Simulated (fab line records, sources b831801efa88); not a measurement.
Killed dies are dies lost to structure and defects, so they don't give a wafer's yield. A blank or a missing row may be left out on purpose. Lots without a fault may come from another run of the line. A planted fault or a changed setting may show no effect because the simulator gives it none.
fab line records | flow sky130
record lots=6 wafers=18 last_day=49
route steps=708 shown POLY_GATE@219 PAD_OPEN@708
lots that met no fault: from a run of the same line without faults
start_h: hours from the record's first day to the start of the lot's first wafer shown | wait_h: hours since the lot's step before | " the same as in the row above | L1.1+2: a row that stands for several wafers | - no value, or no start given | * or withheld: withheld | < > ~ a bound
route shown NAME@n: a module of which the file shows steps, and the number in the route of the first | usual: mean/standard deviation of fault-free wafers | same: alike in all rows | chamber/n: place in a boat | sites: the reading at each site | _std_site: their standard deviation | _edge_site: outer sites' mean less inner sites' | radius_mm: how far each site lies from the wafer's centre | mask NAME#n: copy n | behind: the tool/chamber that last shaped the wafer | hold: why the lot was held/for how many hours/how that ended | device: the transistor (n, p or np) that didn't switch | end of line: the same wafers' tests at the end of the route | a step without rows: its recipe alone | killed: dies lost to structure and defects at the first sort, not the wafer's yield | map: a wafer's dies, x killed, . not, _ none there
set.NAME: the setting as run; set.NAME@STEP: as run at that earlier step | model.NAME: the simulator's own value behind a step, which no gauge read
lots at some steps of the route; a table a step, a row a wafer
services: from which hour (start_h, from the record's first day; less than 0 if before it) a tool's chamber was out of use, for how many hours, and why
## steps
# step SKY_POLY_GATE_DEHYDRATE_05
# recipe temp_c=200 time_s=60
# step SKY_POLY_GATE_HMDS_06
# recipe prime_time_s=60 prime_temp_c=120
# step SKY_POLY_GATE_COAT_07
# recipe resist=BARC temp_c=withheld time_s=withheld spin_rpm=3000 resist_thk_nm=110
# step SKY_POLY_GATE_COAT_08
# recipe resist=KrF-thick spin_rpm=3000 resist_thk_nm=450
# step SKY_POLY_GATE_SOFTBAKE_09
# recipe temp_c=100 time_s=90 resist=KrF-thick
# step SKY_POLY_GATE_EXPOSE_10
# recipe mask_id=P1M na=0.68 source_shape=conventional sigma_outer=0.6 target_cd_nm=150 dose_mj=28
# step SKY_POLY_GATE_PEB_11
# recipe peb_temp_c=withheld peb_time_s=withheld resist=KrF-thick
# step SKY_POLY_GATE_DEVELOP_12
# recipe develop_time_s=60 resist=KrF-thick dev_temp_c=21
# step SKY_POLY_GATE_CD_MEAS_13
# recipe target_cd_nm=150
# usual cd_nm=150.0/1.5
# columns lot.wafer tool chamber start_h wait_h cd_nm
L521.3 cd_sem-02 - 365.26 - 149.2
L521.4 " - " " 150.2
L521.5 " - " " 150.0
L527.1 cd_sem-01 - 415.93 - 150.7
L527.2 " - " " 151.8
L527.5 " - " " 150.1
L528.1 cd_sem-02 - 428.13 - 148.5
L528.2 " - " " 149.3
L528.4 " - " " 147.9
L535.2 cd_sem-01 - 493.70 - 151.5
L535.5 " - " " 151.5
L535.6 " - " " 151.0
L540.2 cd_sem-02 - 533.25 - 150.2
L540.3 " - " " 149.1
L540.6 " - " " 149.7
L541.1 cd_sem-02 - 542.22 - 148.8
L541.4 " - " " 149.9
L541.6 " - " " 148.8
# step SKY_POLY_GATE_OVL_MEAS_14
# usual POLY_GATE_OVL=2/4.7
# columns lot.wafer tool chamber start_h wait_h POLY_GATE_OVL[nm]
L521.3 overlay-02 - 365.35 0.1 6
L521.4 " - " " 2
L521.5 " - " " 3
L527.1 overlay-01 - 416.05 0.1 3
L527.2 " - " " 1
L527.5 " - " " 0
L528.1 overlay-01 - 428.25 0.1 1
L528.2 " - " " -7
L528.4 " - " " -4
L535.2 overlay-01 - 493.80 0.1 4
L535.5 " - " " 0
L535.6 " - " " 2
L540.2 overlay-01 - 533.35 0.1 4
L540.3 " - " " 6
L540.6 " - " " 8
L541.1 overlay-02 - 542.34 0.1 -7
L541.4 " - " " 1
L541.6 " - " " -1
# step SKY_POLY_GATE_ETCH_15
# recipe chemistry=N2/H2 target=BARC ion_energy_ev=200 source_w=500 bias_w=100 pressure_mtorr=30 n2_flow_sccm=100 h2_flow_sccm=200 stop_on=SiO2 time_s=118.5 target_depth_a=1100
# usual bias_w=100.0/0.33 drypump_motor_current_A=5.6/0.46 oes_product_au=0.715/0.0048 throttle_valve_pct=13.212/0.0088
# columns lot.wafer tool chamber start_h wait_h bias_w drypump_motor_current_A oes_product_au rf_hours_counter_h throttle_valve_pct
L521.3 rie_diel-04 0 365.38 0.0 99.8 5.1 0.712 54 13.210
L521.4 " 2 " " 99.8 5.2 0.714 4 13.216
L521.5 " 3 " " 99.7 5.3 0.717 - 13.199
L527.1 rie_diel-01 1 416.08 0.0 99.9 5.3 0.714 2 13.217
L527.2 " 0 " " 100.0 5.5 0.711 79 13.218
L527.5 " 1 " " 99.7 5.3 0.713 - 13.199
L528.1 rie_diel-01 0 428.28 0.0 99.8 5.4 0.710 79 13.207
L528.2 " 1 " " 100.1 5.3 0.717 3 13.213
L528.4 " 3 " " 100.1 5.5 0.708 73 13.205
L535.2 rie_diel-04 0 493.83 0.0 99.3 5.1 0.718 57 13.185
L535.5 " 1 " " 100.1 5.8 0.712 - 13.212
L535.6 " 0 " " 99.5 5.1 0.708 - 13.195
L540.2 rie_diel-04 3 533.38 0.0 100.2 5.4 0.717 45 13.216
L540.3 " 1 " " 99.6 5.8 0.715 15 13.211
L540.6 " 2 " " 100.3 5.2 0.711 - 13.194
L541.1 rie_diel-02 2 542.37 0.0 100.0 6.0 0.723 2 13.190
L541.4 " 3 " " 100.1 5.3 0.713 5 13.217
L541.6 " 1 " " 100.3 5.7 0.713 - 13.196
# step SKY_POLY_GATE_ETCH_16
# recipe stop_on=poly-Si chemistry=CH3F/O2 target=Si3N4 source_w=400 bias_w=80 pressure_mtorr=25 ch3f_flow_sccm=40 O2_flow_sccm=30 time_s=147.5 target_depth_a=750
# usual bias_w=80.00/0.27 drypump_motor_current_A=5.6/0.47 oes_product_au=0.641/0.0055 throttle_valve_pct=10.535/0.0088
# columns lot.wafer tool chamber start_h wait_h bias_w drypump_motor_current_A oes_product_au rf_hours_counter_h throttle_valve_pct
L521.3 rie_diel-04 0 365.46 0.0 79.75 5.1 0.647 54 10.539
L521.4 " 2 " " 80.12 5.2 0.644 4 10.534
L521.5 " 3 " " 79.83 5.3 0.651 - 10.530
L527.1 rie_diel-01 1 416.17 0.0 79.47 5.2 0.632 3 10.526
L527.2 " 0 " " 80.18 5.5 0.639 79 10.532
L527.5 " 1 " " 80.08 5.2 0.637 - 10.527
L528.1 rie_diel-01 0 428.37 0.0 79.82 5.4 0.648 79 10.523
L528.2 " 1 " " 80.48 5.2 0.646 3 10.542
L528.4 " 3 " " 80.10 5.5 0.647 73 10.543
L535.2 rie_diel-04 0 493.92 0.0 80.03 5.1 0.632 57 10.549
L535.5 " 1 " " 80.09 5.7 0.637 - 10.533
L535.6 " 0 " " 80.10 5.1 0.636 - 10.528
L540.2 rie_diel-04 3 533.47 0.0 80.22 5.4 0.640 45 10.530
L540.3 " 1 " " 80.29 5.8 0.651 15 10.532
L540.6 " 2 " " 79.66 5.2 0.648 - 10.535
L541.1 rie_diel-02 2 542.46 0.0 79.83 6.1 0.642 2 10.530
L541.4 " 3 " " 79.83 5.2 0.638 5 10.537
L541.6 " 1 " " 79.60 5.7 0.643 - 10.526
# step SKY_POLY_GATE_ETCH_17
# recipe target_depth_nm=180 stop_on=SiO2 over_etch_frac=0.56667 chemistry=HBr/Cl2 target=poly-Si icp_w=400 bias_w=100 pressure_mtorr=10 HBr_flow_sccm=150 Cl2_flow_sccm=50 time_s=70.5
# usual bias_w=100.00/0.28 drypump_motor_current_A=5.9/0.54 oes_product_au=0.984/0.0066 throttle_valve_pct=33.684/0.0095
# columns lot.wafer tool chamber start_h wait_h bias_w drypump_motor_current_A oes_product_au rf_hours_counter_h throttle_valve_pct model.SiO2_of_SONOS_ONO_CVD_04.thk_nm
L521.3 rie_si-01 3 365.56 0.0 99.79 5.7 0.979 76 33.690 4.232
L521.4 " 1 " " 99.61 5.5 0.978 24 33.684 4.234
L521.5 " 1 " " 100.02 5.5 0.989 - 33.690 4.277
L527.1 rie_si-02 1 416.26 0.0 109.88 5.1 0.988 5 33.673 4.136
L527.2 " 0 " " 110.15 6.6 0.986 2 33.682 4.098
L527.5 " 2 " " 110.19 6.4 0.989 - 33.677 4.017
L528.1 rie_si-02 0 428.46 0.0 109.85 6.6 0.981 2 33.673 4.116
L528.2 " 3 " " 109.73 5.6 0.976 3 33.685 4.137
L528.4 " 2 " " 110.10 6.4 0.988 6 33.677 4.209
L535.2 rie_si-01 1 494.01 0.0 99.43 5.5 0.974 25 33.676 4.24
L535.5 " 1 " " 100.05 5.5 0.980 - 33.670 4.17
L535.6 " 2 " " 100.21 6.4 0.987 - 33.674 4.195
L540.2 rie_si-02 2 533.56 0.0 100.53 6.4 0.987 6 33.681 4.265
L540.3 " 0 " " 100.41 6.6 0.973 2 33.702 4.295
L540.6 " 0 " " 100.17 6.6 0.979 - 33.697 4.395
L541.1 rie_si-01 3 542.56 0.0 99.92 5.7 0.999 1 33.674 4.453
L541.4 " 0 " " 100.21 5.2 0.990 16 33.684 4.457
L541.6 " 0 " " 100.25 5.2 0.990 - 33.679 4.347
# step SKY_POLY_GATE_STRIP_18
# recipe chemistry=O2/N2 power_w=1400 pressure_mtorr=1500 platen_temp_c=withheld o2_flow_sccm=3000 n2_flow_sccm=300 overash_fraction=0.5
# usual drypump_motor_current_A=5.8/0.31 oes_product_au=0.360/0.0052 strip_time_to_endpoint_s=3.161/0.028
# same overash_fraction=0.5
# columns lot.wafer tool chamber start_h wait_h drypump_motor_current_A oes_product_au rf_hours_counter_h strip_time_to_endpoint_s
L521.3 plasma_asher-01 1 365.65 0.1 5.9 0.362 - 3.145
L521.4 " 0 " " 5.8 0.366 - 3.164
L521.5 " 0 " " 5.9 0.361 - 3.211
L527.1 plasma_asher-04 0 416.32 0.0 5.8 0.361 72 3.110
L527.2 " 1 " " 6.0 0.350 72 3.116
L527.5 " 0 " " 5.8 0.370 - 3.120
L528.1 plasma_asher-01 0 428.52 0.0 5.8 0.359 69 3.106
L528.2 " 1 " " 5.9 0.353 69 3.092
L528.4 " 0 " " 5.9 0.360 - 3.076
L535.2 plasma_asher-03 0 494.07 0.0 4.9 0.363 70 3.158
L535.5 " 1 " " 5.8 0.366 - 3.153
L535.6 " 0 " " 4.9 0.369 - 3.141
L540.2 plasma_asher-01 0 533.62 0.0 5.9 0.363 80 3.211
L540.3 " 0 " " 5.8 0.360 - 3.187
L540.6 " 0 " " 5.9 0.354 - 3.203
L541.1 plasma_asher-01 0 542.61 0.0 5.9 0.363 81 3.141
L541.4 " 0 " " 5.9 0.360 - 3.177
L541.6 " 1 " " 5.9 0.358 - 3.170
# step SKY_PAD_OPEN_PROBE_99
# usual killed_at_M0_to_M3=44/7.7 killed_at_M4_up=3.2/1.7 killed_at_contacts=24/5.3 killed_at_front_end=15/4.3 killed_at_other=0.3/0.57 killed_dies=87/11 killed_open=47/7.4 killed_short=40/6.5
# same gross_dies=492 killed_at_back_side=0
# columns lot.wafer tool chamber start_h wait_h killed_at_M0_to_M3 killed_at_M4_up killed_at_contacts killed_at_front_end killed_at_other killed_dies killed_open killed_short
L527.1 prober-01 - 1107.49 0.1 36 2 29 13 0 80 47 33
L527.2 prober-01 - 1107.54 0.1 27 5 23 15 0 70 35 35
L527.5 prober-01 - 1107.69 0.2 39 3 17 16 0 75 49 26
L528.1 prober-01 - 1117.37 0.1 46 3 25 12 0 86 48 38
L528.2 prober-01 - 1117.42 0.1 47 5 15 17 0 84 40 44
L528.4 prober-01 - 1117.52 0.2 44 4 30 20 1 99 47 52
# killed by level:class
L527.1 CONTACT:geometric_particle:open=10 VIA1:geometric_particle:short=7 LI_CONTACT:geometric_particle:open=6 VIA3:geometric_particle:open=6 VIA1:geometric_particle:open=6 POLY_GATE:geometric_particle:open=5 CONTACT:geometric_particle:short=5 LI_CONTACT:geometric_particle:short=4
L527.2 CONTACT:geometric_particle:open=11 VIA1:geometric_particle:short=5 FIELD_ISO:geometric_particle:short=4 METAL1:geometric_particle:short=4 LOCAL_INTERCONNECT:geometric_particle:short=4 VIA1:geometric_particle:open=4 FIELD_ISO:geometric_particle:open=3 POLY_GATE:geometric_particle:open=3
L527.5 VIA1:geometric_particle:open=9 VIA3:geometric_particle:open=7 CONTACT:geometric_particle:open=6 LI_CONTACT:geometric_particle:open=6 POLY_GATE:geometric_particle:open=5 VIA2:geometric_particle:open=5 VIA3:geometric_particle:short=5 VIA1:geometric_particle:short=4
L528.1 CONTACT:geometric_particle:open=11 VIA1:geometric_particle:open=11 VIA3:geometric_particle:open=9 CONTACT:geometric_particle:short=6 METAL2:geometric_particle:short=6 FIELD_ISO:geometric_particle:open=4 LI_CONTACT:geometric_particle:open=4 METAL1:geometric_particle:short=4
L528.2 VIA1:geometric_particle:short=9 VIA3:geometric_particle:open=8 FIELD_ISO:geometric_particle:short=7 METAL2:geometric_particle:short=7 VIA1:geometric_particle:open=6 CONTACT:geometric_particle:open=5 CONTACT:geometric_particle:short=5 VIA2:geometric_particle:open=4
L528.4 FIELD_ISO:geometric_particle:open=9 METAL2:geometric_particle:short=8 LI_CONTACT:geometric_particle:open=8 CONTACT:geometric_particle:short=7 VIA3:geometric_particle:open=7 CONTACT:geometric_particle:open=6 VIA1:geometric_particle:open=6 FIELD_ISO:geometric_particle:short=5
## services
# columns tool chamber start_h hours kind
rie_si-01 0 344.79 2.3 repair
rie_diel-02 2 377.32 1.4 repair
rie_diel-02 3 393.61 3.7 repair
rie_diel-01 3 393.98 3.1 repair
rie_diel-02 2 398.00 - clean
rie_diel-02 2 398.00 26.1 scheduled_down
rie_diel-02 2 398.00 26.1 vent_cycle
rie_si-01 3 405.51 - clean
rie_si-01 3 405.51 24.3 scheduled_down
rie_si-01 3 405.51 24.3 vent_cycle
rie_diel-01 3 412.64 2.4 repair
plasma_asher-03 - 418.12 2.8 pm
rie_si-02 0 419.94 3.7 repair
plasma_asher-04 - 421.25 9.0 pm
plasma_asher-01 - 445.00 2.0 repair
rie_diel-01 1 458.08 7.6 repair
rie_diel-01 - 466.31 31.5 repair
plasma_asher-03 - 494.48 44.3 pm
rie_diel-04 3 496.25 3.6 repair
rie_diel-04 1 513.51 2.3 repair
rie_diel-04 2 515.70 14.8 repair
rie_si-01 1 522.98 11.6 repair
rie_diel-01 3 526.91 4.8 repair
rie_si-02 - 541.96 1.1 repair
## key
first_sign step=SKY_POLY_GATE_ETCH_17 reading=bias_w direction=up sigmas=36 usual=100.00 struck=109.98
effect none on later readings
model_effect step=SKY_POLY_GATE_ETCH_17 value=SiO2_of_SONOS_ONO_CVD_04.thk_nm without=4.182 struck=4.119
met_at SKY_POLY_GATE_ETCH_17
struck_wafers L527.1,L527.2,L527.5,L528.1,L528.2,L528.4
tester_left_out L527,L528
fault kind=process_parameter_drift tool=rie_si-02 chamber=- onset_h=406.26 steps=SKY_POLY_GATE_ETCH_17 channel=bias_w offset=10.021 shape=step end_h=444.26 acts_in=these_recipes_only stated=100
# tester_left_out: of these lots the tester's yield and bins aren't shown, on N5 and GAA mostly nor the transistor test; their killed dies are dies lost to structure and defects alone, not to doping, threshold or leakage, so they don't give the yield
